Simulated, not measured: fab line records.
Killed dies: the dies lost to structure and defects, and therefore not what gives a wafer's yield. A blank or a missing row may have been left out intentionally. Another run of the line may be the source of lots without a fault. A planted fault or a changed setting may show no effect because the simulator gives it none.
Which tool is to blame? -- flow sky130 -- 13 lots with 39 wafers sampled at 6 steps, on a route of 708 steps

## WHAT THE GAUGES READ, wafer by wafer
SKY_FIELD_ISO_THK_MEAS_23.
lot,measured,on,FIELD_ISO_OXIDATION_01_THK (nm)
L323,day 2 12:34,film-metro-01,10.23 10.31 10.18
L324,day 2 16:31,film-metro-04,10.15 10.11 10.09
L327,day 3 07:57,film-metro-03,9.90 10.07 9.96
L328,day 3 17:28,film-metro-03,10.18 10.16 10.11
L332,day 4 12:27,film-metro-04,10.03 10.18 9.97
L333,day 4 16:59,film-metro-03,9.92 10.03 9.93
L338,day 5 18:12,film-metro-03,10.14 10.06 10.00
L339,day 5 23:26,film-metro-03,9.99 10.03 9.77
L340,day 6 05:20,film-metro-01,10.05 10.02 9.87
L341,day 6 09:06,film-metro-04,10.14 10.31 10.06
L343,day 6 22:59,film-metro-01,9.44 9.79 9.64
L344,day 7 05:12,film-metro-04,10.01 10.10 10.38
L345,day 7 10:36,film-metro-03,9.84 9.77 9.74

SKY_DNWELL_TW_MEAS_09.
lot,measured,on,DNWELL_TW
L323,day 3 09:23,film-metro-02,1130 1128 1125
L324,day 3 12:38,film-metro-01,1112 1107 1102
L327,day 4 05:11,film-metro-01,1127 1122 1122
L328,day 4 15:30,film-metro-01,30 30 30
L332,day 5 10:04,film-metro-02,1134 1132 1132
L333,day 5 16:23,film-metro-01,1121 1113 1116
L338,day 6 17:10,film-metro-02,1126 1129 1132
L339,day 7 00:19,film-metro-04,1110 1113 1112
L340,day 7 05:31,film-metro-02,1130 1135 1131
L341,day 7 08:59,film-metro-02,1133 1133 1137
L343,day 7 22:50,film-metro-01,1118 1111 1116
L344,day 8 09:07,film-metro-04,1114 1106 1113
L345,day 8 13:35,film-metro-04,1119 1115 1117

SKY_PWDE_OVL_MEAS_07.
lot,measured,on,PWDE_OVL (nm)
L323,day 4 01:04,overlay-01,1.3 0.8 0.7
L324,day 4 03:59,overlay-02,1.4 1.1 -0.6
L327,day 4 22:04,overlay-02,1.0 -1.7 -1.5
L328,day 5 08:08,overlay-01,-0.7 -0.2 -0.4
L332,day 6 03:35,overlay-02,-0.8 -1.1 -2.7
L333,day 6 10:13,overlay-01,2.1 -0.1 1.7
L338,day 7 11:53,overlay-01,-1.0 0.2 -1.4
L339,day 7 19:19,overlay-02,-0.7 -1.4 -3.9
L340,day 8 01:26,overlay-01,0.5 -0.9 -0.8
L341,day 8 04:28,overlay-01,1.3 1.1 2.4
L343,day 8 20:20,overlay-01,1.8 -0.1 -0.3
L344,day 9 06:10,overlay-01,-1.7 1.3 1.7
L345,day 9 11:13,overlay-02,-1.6 1.9 2.2

SKY_PWDE_TW_MEAS_10.
lot,measured,on,PWDE_TW
L323,day 4 01:21,film-metro-01,374.3 374.1 375.5
L324,day 4 04:17,film-metro-01,377.1 374.7 373.2
L327,day 4 22:20,film-metro-02,377.2 376.3 376.9
L328,day 5 08:26,film-metro-04,1114.8 1118.8 1115.3
L332,day 6 03:53,film-metro-01,373.2 372.5 373.6
L333,day 6 10:29,film-metro-01,373.2 373.2 371.2
L338,day 7 12:17,film-metro-01,373.3 373.5 373.3
L339,day 7 19:37,film-metro-01,373.1 374.1 374.9
L340,day 8 01:43,film-metro-01,372.5 369.6 370.7
L341,day 8 04:44,film-metro-01,372.3 371.7 372.0
L343,day 8 20:37,film-metro-01,371.8 371.2 373.3
L344,day 9 06:26,film-metro-02,376.2 378.9 375.6
L345,day 9 11:30,film-metro-04,374.3 374.0 371.2

SKY_VT_ADJUST_HVTP_TW_MEAS_11.
lot,measured,on,VT_ADJUST_HVTP_TW
L323,day 6 07:34,film-metro-02,1377 1374 1382
L324,day 6 10:07,film-metro-02,1387 1372 1386
L327,day 7 07:16,film-metro-02,1375 1361 1368
L328,day 7 17:24,film-metro-02,1368 1369 1373
L332,day 8 16:49,film-metro-03,1356 1359 1357
L333,day 8 23:58,film-metro-02,1359 1366 1361
L338,day 10 04:44,film-metro-04,1363 1375 1360
L339,day 10 13:09,film-metro-03,1362 1364 1365
L340,day 10 20:08,film-metro-02,1365 1363 1364
L341,day 11 01:20,film-metro-03,1372 1364 1360
L343,day 11 18:41,film-metro-04,1355 1353 1355
L344,day 12 06:13,film-metro-04,1376 1369 1375
L345,day 12 10:59,film-metro-02,1357 1361 1371

## WHAT TOOL EACH LOT RAN ON (gives the tool, then ch and the chambers of the sampled wafers, and finally the start)
lot,SKY_DNWELL_EXPOSE_04
L323,"iline-stepper-02 ch 0, day 3 00:59"
L324,"iline-stepper-02 ch 0, day 3 05:08"
L327,"iline-stepper-02 ch 0, day 3 22:10"
L328,"iline-stepper-02 ch 0, day 4 07:05"
L332,"iline-stepper-02 ch 0, day 5 00:56"
L333,"iline-stepper-01 ch 0, day 5 07:19"
L338,"iline-stepper-01 ch 0, day 6 08:16"
L339,"iline-stepper-01 ch 0, day 6 14:50"
L340,"iline-stepper-01 ch 0, day 6 19:29"
L341,"iline-stepper-02 ch 0, day 6 23:26"
L343,"iline-stepper-01 ch 0, day 7 12:49"
L344,"iline-stepper-01 ch 0, day 7 22:32"
L345,"iline-stepper-01 ch 0, day 8 03:25"
- SKY_DNWELL_EXPOSE_04: exposes mask DNM, target cd 3000 nm.

## AS READ BY THE TOOLS THEMSELVES (means over the sampled wafers that have a number; for cases with no such wafer, the mark the record gives instead)
The record holds no such reading with a usual standard deviation.

## THE ANSWER, worked out from the rows above alone
Rule: usual is defined by the lots themselves. The widest of any qualifying gaps counts: lots, ordered by their means at a reading, are off when they make up no more than a third of the lots, leave a main group of 4 or more, and stand apart from it by 3 or more times the standard deviation of that group's means. A main group whose means are all the same, to the digits that the tables above print for the reading, isn't used. A lot without any number at a reading at which 4 lots or more have one is off too. Where the step has rows for the other lots, those lots are counted as sound. The gauges are gone through in route order, then the tools' own readings, and for those a lot's mean is taken as printed above. At the first step where some lot is off, the reading lying furthest off is the one used; lots without a number count as furthest.
Off: at SKY_DNWELL_TW_MEAS_09 (DNWELL_TW), L328. For the main group the mean is 1121 and the standard deviation 9.1.
A tool fits if, at a process step before that reading, it ran every lot that is off, and no sound lot after the first of them. The gauges at SKY_DNWELL_TW_MEAS_09 aren't tried: what is off there is off at SKY_PWDE_TW_MEAS_10 too, on other tools, and a gauge's error can't cause that. None of those tried fits.

## WHAT WAS PUT IN BY THE SIMULATOR
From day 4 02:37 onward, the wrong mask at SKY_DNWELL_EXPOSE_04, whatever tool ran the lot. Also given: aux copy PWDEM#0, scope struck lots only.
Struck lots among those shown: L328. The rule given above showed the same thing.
